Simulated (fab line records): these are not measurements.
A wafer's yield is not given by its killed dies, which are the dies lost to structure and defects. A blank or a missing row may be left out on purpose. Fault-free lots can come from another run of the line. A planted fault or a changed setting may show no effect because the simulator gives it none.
Which tool was responsible? :: flow gf180mcu :: 13 lots with 39 wafers sampled at 5 steps, on a route of 602 steps

WHAT EACH GAUGE READ, for each wafer
GF_VT_IMPLANT_OVL_MEAS_07. Usual: VT_IMPLANT_OVL 0.6 nm, standard deviation 1.5.
lot: L844
measured: day 5 14:52
on: overlay-02
VT_IMPLANT_OVL (nm): 0.5 1.2 0.4
flag: 

lot: L846
measured: day 6 02:14
on: overlay-02
VT_IMPLANT_OVL (nm): 2.2 0.4 1.7
flag: 

lot: L847
measured: day 6 08:25
on: overlay-02
VT_IMPLANT_OVL (nm): -1.2 1.0 -1.2
flag: 

lot: L848
measured: day 6 15:14
on: overlay-02
VT_IMPLANT_OVL (nm): 0.7 0.4 0.1
flag: 

lot: L849
measured: day 6 22:02
on: overlay-02
VT_IMPLANT_OVL (nm): -1.1 -0.8 -0.9
flag: 

lot: L851
measured: day 7 11:22
on: overlay-01
VT_IMPLANT_OVL (nm): 2.5 1.7 2.6
flag: 

lot: L856
measured: day 8 17:40
on: overlay-01
VT_IMPLANT_OVL (nm): 2.6 2.5 1.5
flag: 

lot: L862
measured: day 10 05:23
on: overlay-01
VT_IMPLANT_OVL (nm): 0.7 0.2 0.9
flag: 

lot: L863
measured: day 10 13:07
on: overlay-01
VT_IMPLANT_OVL (nm): 3.6 1.2 2.9
flag: 

lot: L864
measured: day 10 17:26
on: overlay-01
VT_IMPLANT_OVL (nm): -1.1 -0.4 -0.3
flag: 

lot: L865
measured: day 10 22:26
on: overlay-01
VT_IMPLANT_OVL (nm): -0.3 1.1 -1.1
flag: 

lot: L866
measured: day 11 05:29
on: overlay-01
VT_IMPLANT_OVL (nm): 0.1 -0.5 0.6
flag: 

lot: L867
measured: day 11 12:14
on: overlay-01
VT_IMPLANT_OVL (nm): -1.8 -0.5 -0.8
flag: 

GF_POLY_GATE_THK_MEAS_01. Usual: POLY_GATE_CVD_00_THK 200.3 nm, standard deviation 1.9.
lot: L844
measured: day 8 12:13
on: film_metro-01
POLY_GATE_CVD_00_THK (nm): 201.2 200.9 202.7
flag: 

lot: L846
measured: day 9 00:00
on: film_metro-03
POLY_GATE_CVD_00_THK (nm): 201.1 202.2 200.5
flag: 

lot: L847
measured: day 9 07:37
on: film_metro-02
POLY_GATE_CVD_00_THK (nm): 201.9 202.3 202.0
flag: 

lot: L848
measured: day 9 14:17
on: film_metro-03
POLY_GATE_CVD_00_THK (nm): 203.8 204.6 203.1
flag: 

lot: L849
measured: day 9 21:55
on: film_metro-03
POLY_GATE_CVD_00_THK (nm): 200.2 198.9 199.1
flag: 

lot: L851
measured: day 10 17:26
on: film_metro-01
POLY_GATE_CVD_00_THK (nm): 202.7 201.8 199.4
flag: 

lot: L856
measured: day 12 03:28
on: film_metro-01
POLY_GATE_CVD_00_THK (nm): 209.2 209.0 208.1
flag: OFF

lot: L862
measured: day 13 15:56
on: film_metro-03
POLY_GATE_CVD_00_THK (nm): 201.4 202.0 200.9
flag: 

lot: L863
measured: day 14 06:19
on: film_metro-02
POLY_GATE_CVD_00_THK (nm): 199.6 200.3 199.2
flag: 

lot: L864
measured: day 14 06:19
on: film_metro-01
POLY_GATE_CVD_00_THK (nm): 198.5 197.6 199.4
flag: 

lot: L865
measured: day 14 11:10
on: film_metro-01
POLY_GATE_CVD_00_THK (nm): 199.8 200.1 201.3
flag: 

lot: L866
measured: day 14 18:11
on: film_metro-03
POLY_GATE_CVD_00_THK (nm): 199.9 199.3 201.4
flag: 

lot: L867
measured: day 15 03:02
on: film_metro-01
POLY_GATE_CVD_00_THK (nm): 201.9 202.9 201.5
flag: 

GF_POLY_GATE_CD_MEAS_18. Usual: cd_nm reads 279.7 nm (standard deviation 1.9).
lot: L844
measured: day 9 07:19
on: cd_sem-01
cd_nm (nm): 280.9 282.1 280.7
flag: 

lot: L846
measured: day 9 19:06
on: cd_sem-01
cd_nm (nm): 283.9 282.3 280.5
flag: 

lot: L847
measured: day 10 05:45
on: cd_sem-01
cd_nm (nm): 282.5 283.2 282.4
flag: 

lot: L848
measured: day 10 12:46
on: cd_sem-02
cd_nm (nm): 282.9 279.3 281.4
flag: 

lot: L849
measured: day 10 22:19
on: cd_sem-01
cd_nm (nm): 277.0 277.9 278.5
flag: 

lot: L851
measured: day 11 16:13
on: cd_sem-01
cd_nm (nm): 280.0 280.1 278.3
flag: 

lot: L856
measured: day 13 03:01
on: cd_sem-01
cd_nm (nm): 279.9 279.9 280.3
flag: 

lot: L862
measured: day 14 13:58
on: cd_sem-01
cd_nm (nm): 276.9 278.7 276.5
flag: 

lot: L863
measured: day 15 04:18
on: cd_sem-02
cd_nm (nm): 281.0 281.3 279.4
flag: 

lot: L864
measured: day 15 03:59
on: cd_sem-01
cd_nm (nm): 277.7 280.9 278.4
flag: 

lot: L865
measured: day 15 10:56
on: cd_sem-01
cd_nm (nm): 281.0 278.3 283.3
flag: 

lot: L866
measured: day 15 17:30
on: cd_sem-01
cd_nm (nm): 279.0 279.8 276.6
flag: 

lot: L867
measured: day 16 02:52
on: cd_sem-01
cd_nm (nm): 277.8 279.2 278.7
flag: 

TOOL THAT RAN EACH LOT (tool first, then ch and the chambers of the sampled wafers, then the start)
lot: L844
GF_POLY_GATE_CVD_00: lpcvd-02 ch 0, day 8 10:13
GF_POLY_GATE_STRIP_14: plasma_asher-01 ch 0,1, day 9 05:23

lot: L846
GF_POLY_GATE_CVD_00: lpcvd-01 ch 1, day 8 22:40
GF_POLY_GATE_STRIP_14: plasma_asher-01 ch 0,1, day 9 17:03

lot: L847
GF_POLY_GATE_CVD_00: lpcvd-01 ch 0, day 9 06:17
GF_POLY_GATE_STRIP_14: plasma_asher-03 ch 0,1, day 10 01:00

lot: L848
GF_POLY_GATE_CVD_00: lpcvd-01 ch 0, day 9 12:57
GF_POLY_GATE_STRIP_14: plasma_asher-03 ch 0,1, day 10 07:29

lot: L849
GF_POLY_GATE_CVD_00: lpcvd-01 ch 0, day 9 20:34
GF_POLY_GATE_STRIP_14: plasma_asher-01 ch 0, day 10 14:59

lot: L851
GF_POLY_GATE_CVD_00: lpcvd-02 ch 0, day 10 16:07
GF_POLY_GATE_STRIP_14: plasma_asher-01 ch 0,1, day 11 10:00

lot: L856
GF_POLY_GATE_CVD_00: lpcvd-01 ch 0, day 12 02:08
GF_POLY_GATE_STRIP_14: plasma_asher-02 ch 0, day 12 22:12

lot: L862
GF_POLY_GATE_CVD_00: lpcvd-02 ch 0, day 13 13:55
GF_POLY_GATE_STRIP_14: plasma_asher-01 ch 0,1, day 14 12:01

lot: L863
GF_POLY_GATE_CVD_00: lpcvd-02 ch 1, day 14 04:19
GF_POLY_GATE_STRIP_14: plasma_asher-02 ch 0,1, day 15 02:35

lot: L864
GF_POLY_GATE_CVD_00: lpcvd-02 ch 0, day 14 04:19
GF_POLY_GATE_STRIP_14: plasma_asher-03 ch 0,1, day 15 02:32

lot: L865
GF_POLY_GATE_CVD_00: lpcvd-01 ch 0, day 14 09:08
GF_POLY_GATE_STRIP_14: plasma_asher-02 ch 0,1, day 15 08:43

lot: L866
GF_POLY_GATE_CVD_00: lpcvd-02 ch 0, day 14 16:50
GF_POLY_GATE_STRIP_14: plasma_asher-03 ch 0,1, day 15 16:01

lot: L867
GF_POLY_GATE_CVD_00: lpcvd-02 ch 0, day 15 01:41
GF_POLY_GATE_STRIP_14: plasma_asher-01 ch 1, day 16 01:23
- GF_POLY_GATE_CVD_00: deposits poly-Si, target thk 200 nm, time 1200 s.
- GF_POLY_GATE_STRIP_14: strips in O2/N2.

WHAT THE TOOLS THEMSELVES READ (means of the sampled wafers that have a number; where no wafer has one, the mark that the record gives instead)
GF_POLY_GATE_CVD_00. Usual: spike_tc_centre_C 621.1 C, standard deviation 1.5; zone_power_centre_pct 9.1 %, standard deviation 0.69.
lot: L844
tool: lpcvd-02
spike_tc_centre_C (C): 621.8
zone_power_centre_pct (%): 8.7
flag: 

lot: L846
tool: lpcvd-01
spike_tc_centre_C (C): 619.8
zone_power_centre_pct (%): 10.4
flag: 

lot: L847
tool: lpcvd-01
spike_tc_centre_C (C): 619.1
zone_power_centre_pct (%): 9.4
flag: 

lot: L848
tool: lpcvd-01
spike_tc_centre_C (C): 619.7
zone_power_centre_pct (%): 9.4
flag: 

lot: L849
tool: lpcvd-01
spike_tc_centre_C (C): 619.5
zone_power_centre_pct (%): 9.4
flag: 

lot: L851
tool: lpcvd-02
spike_tc_centre_C (C): 622.2
zone_power_centre_pct (%): 8.7
flag: 

lot: L856
tool: lpcvd-01
spike_tc_centre_C (C): 619.7
zone_power_centre_pct (%): 9.4
flag: 

lot: L862
tool: lpcvd-02
spike_tc_centre_C (C): 622.4
zone_power_centre_pct (%): 8.7
flag: 

lot: L863
tool: lpcvd-02
spike_tc_centre_C (C): 622.4
zone_power_centre_pct (%): 8.3
flag: 

lot: L864
tool: lpcvd-02
spike_tc_centre_C (C): 622.0
zone_power_centre_pct (%): 8.7
flag: 

lot: L865
tool: lpcvd-01
spike_tc_centre_C (C): 619.9
zone_power_centre_pct (%): 9.4
flag: 

lot: L866
tool: lpcvd-02
spike_tc_centre_C (C): 622.3
zone_power_centre_pct (%): 8.7
flag: 

lot: L867
tool: lpcvd-02
spike_tc_centre_C (C): 622.7
zone_power_centre_pct (%): 8.7
flag: 

GF_POLY_GATE_STRIP_14. Usual: drypump_motor_current_A 5.47 A, standard deviation 0.23; heater_power_w 330 W, standard deviation 31; oes_product_au 0.505 a.u., standard deviation 0.0045.
lot: L844
tool: plasma_asher-01
drypump_motor_current_A (A): 5.65
heater_power_w (W): 314
oes_product_au (a.u.): 0.506
flag: 

lot: L846
tool: plasma_asher-01
drypump_motor_current_A (A): 5.48
heater_power_w (W): 339
oes_product_au (a.u.): 0.503
flag: 

lot: L847
tool: plasma_asher-03
drypump_motor_current_A (A): 5.34
heater_power_w (W): 349
oes_product_au (a.u.): 0.506
flag: 

lot: L848
tool: plasma_asher-03
drypump_motor_current_A (A): 5.33
heater_power_w (W): 337
oes_product_au (a.u.): 0.502
flag: 

lot: L849
tool: plasma_asher-01
drypump_motor_current_A (A): 5.29
heater_power_w (W): 363
oes_product_au (a.u.): 0.508
flag: 

lot: L851
tool: plasma_asher-01
drypump_motor_current_A (A): 5.45
heater_power_w (W): 338
oes_product_au (a.u.): 0.506
flag: 

lot: L856
tool: plasma_asher-02
drypump_motor_current_A (A): 5.46
heater_power_w (W): 348
oes_product_au (a.u.): 0.507
flag: 

lot: L862
tool: plasma_asher-01
drypump_motor_current_A (A): 5.66
heater_power_w (W): 313
oes_product_au (a.u.): 0.510
flag: 

lot: L863
tool: plasma_asher-02
drypump_motor_current_A (A): 5.39
heater_power_w (W): 322
oes_product_au (a.u.): 0.503
flag: 

lot: L864
tool: plasma_asher-03
drypump_motor_current_A (A): 5.33
heater_power_w (W): 344
oes_product_au (a.u.): 0.503
flag: 

lot: L865
tool: plasma_asher-02
drypump_motor_current_A (A): 5.36
heater_power_w (W): 325
oes_product_au (a.u.): 0.507
flag: 

lot: L866
tool: plasma_asher-03
drypump_motor_current_A (A): 5.34
heater_power_w (W): 346
oes_product_au (a.u.): 0.504
flag: 

lot: L867
tool: plasma_asher-01
drypump_motor_current_A (A): 5.82
heater_power_w (W): 292
oes_product_au (a.u.): 0.502
flag: 

THE ANSWER, worked out from the rows above alone
Rule: a lot counts as off when the mean over its wafers that have a number is more than 3 standard deviations away from the usual mean. A lot without any number at a reading at which 4 lots or more have one is off too. All remaining lots with rows at the step are treated as sound. After the gauges, taken in route order, come the tools' own readings; for these a lot's mean is taken, as printed above. At the first step where some lot is off, the reading lying furthest off is the one used; lots without a number count as furthest.
Off: L856, at GF_POLY_GATE_THK_MEAS_01 (POLY_GATE_CVD_00_THK).
If a tool, at a process step before that reading, ran all the lots that are off and no sound lot after the first of them, it fits. Those tools and the gauges at GF_POLY_GATE_THK_MEAS_01 are tried in the same way. Not one of the candidates tried fits.

WHAT HAD BEEN PUT IN BY THE SIMULATOR
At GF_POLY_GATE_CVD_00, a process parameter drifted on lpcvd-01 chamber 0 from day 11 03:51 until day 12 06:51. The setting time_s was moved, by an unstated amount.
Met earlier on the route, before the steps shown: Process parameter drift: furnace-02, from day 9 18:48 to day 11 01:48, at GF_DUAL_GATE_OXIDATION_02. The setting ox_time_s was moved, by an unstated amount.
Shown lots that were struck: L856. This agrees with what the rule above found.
